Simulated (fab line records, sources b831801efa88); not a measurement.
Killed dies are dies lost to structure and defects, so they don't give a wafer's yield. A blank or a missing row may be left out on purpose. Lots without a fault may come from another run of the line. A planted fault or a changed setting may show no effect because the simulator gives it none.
Split-lot experiment | flow gf180mcu | 5 lots, 23 wafers read, on a route of 602 steps

THE SPLIT
At GF_LVPWELL_COAT_02 (resist thk 3000 nm), the setting spin_rpm was moved away from the recipe's 2000 rpm on 8 of the 23 wafers read, by -3.7% to +5.6%. The other wafers ran this setting at the recipe's value.

The reading is taken at the split's own step.

THE READING
coat_of_LVPWELL_COAT_02.thk_nm (the simulator's own value, which no gauge read), in nm, at GF_LVPWELL_COAT_02 (resist thk 3000 nm). The file gives no usual value for it. The 15 wafers here that ran the recipe average 3000 nm, standard deviation 6.6 nm.

wafer  | tool, chamber at the split | spin_rpm as run, rpm | against the recipe | coat_of_LVPWELL_COAT_02.thk_nm, nm | against lot-mates on the recipe
L074.1 | litho_track-03, 0          | 2113                 | +5.6%              | 2920                               | -90
L074.2 | litho_track-03, 0          | 2000                 | recipe             | 3017                               | -
L074.3 | litho_track-03, 0          | 2000                 | recipe             | 3003                               | -
L074.4 | litho_track-03, 0          | 2113                 | +5.6%              | 2929                               | -81
L074.5 | litho_track-03, 0          | 2113                 | +5.6%              | 2928                               | -82
L081.1 | litho_track-03, 0          | 2000                 | recipe             | 2996                               | -
L081.2 | litho_track-03, 0          | 2000                 | recipe             | 3001                               | -
L081.3 | litho_track-03, 0          | 2000                 | recipe             | 2995                               | -
L081.5 | litho_track-03, 0          | 2000                 | recipe             | 2989                               | -
L081.6 | litho_track-03, 0          | 2000                 | recipe             | 3005                               | -
L082.1 | litho_track-02, 0          | 2000                 | recipe             | 2998                               | -
L082.2 | litho_track-02, 0          | 2000                 | recipe             | 3009                               | -
L082.4 | litho_track-02, 0          | 2048                 | +2.4%              | 2962                               | -42
L082.5 | litho_track-02, 0          | 2048                 | +2.4%              | 2967                               | -36
L082.6 | litho_track-02, 0          | 2048                 | +2.4%              | 2967                               | -36
L084.2 | litho_track-03, 0          | 2000                 | recipe             | 2992                               | -
L084.4 | litho_track-03, 0          | 2000                 | recipe             | 2998                               | -
L084.6 | litho_track-03, 0          | 2000                 | recipe             | 2998                               | -
L085.1 | litho_track-02, 0          | 2000                 | recipe             | 3003                               | -
L085.2 | litho_track-02, 0          | 2000                 | recipe             | 3002                               | -
L085.3 | litho_track-02, 0          | 2000                 | recipe             | 2998                               | -
L085.4 | litho_track-02, 0          | 1925                 | -3.7%              | 3062                               | +61
L085.6 | litho_track-02, 0          | 1925                 | -3.7%              | 3062                               | +61

THE FIT
A straight line over all 23 wafers: coat_of_LVPWELL_COAT_02.thk_nm changes by -14.2 nm for each +1% of spin_rpm; r = -0.98; the points scatter about the line by 6.6 nm.
The same after taking each lot's own level away (the mean of its wafers on the recipe; 23 wafers): -15.4 nm for each +1%; r = -0.99; scatter 4.6 nm.
On that fit, the largest move of spin_rpm shifts the reading by 87 nm.
The lots' own levels span 2996.0 to 3010.0 nm, that is 2.1 times the standard deviation above.
So the lot-to-lot level changes the slope little: the two slopes agree.
Check: with one of the wafers moved furthest among these (+5.6%) left out of the fit, the line predicts -85.3 nm for it against its lot-mates. It came out at -90 nm against them.

OTHER SPLITS ON THESE WAFERS
These wafers also went through other splits before the reading. Each is held against what the fit with the lots' levels taken away leaves over:
other split on the same wafers | wafers away from the commonest value | r with coat_of_LVPWELL_COAT_02.thk_nm (lot level and that fit taken away)
GF_STI_COAT_07 resist_thk_nm   | 11                                   | -0.21
GF_STI_SOFTBAKE_08 temp_c      | 7                                    | -0.23
GF_NWELL_IMPLANT_08 energy_kev | 5                                    | +0.03

THE WHOLE CHAIN: every reading that the file lists as answering this split, in the file's order
step                | what it does       | reading                                                                         | change (the file's fit)              | r (the file's)
GF_LVPWELL_COAT_02  | resist thk 3000 nm | coat_of_LVPWELL_COAT_02.thk_nm (the simulator's own value, which no gauge read) | -15.4 nm for each +1% of the setting | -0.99
GF_LVPWELL_STRIP_10 | strips in O2/N2    | strip_time_to_endpoint_s                                                        | withheld for each +1% of the setting | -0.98

THE FILE'S OWN FIT
coat_of_LVPWELL_COAT_02.thk_nm changes by -15.4 nm for each +1% of spin_rpm, r = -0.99.
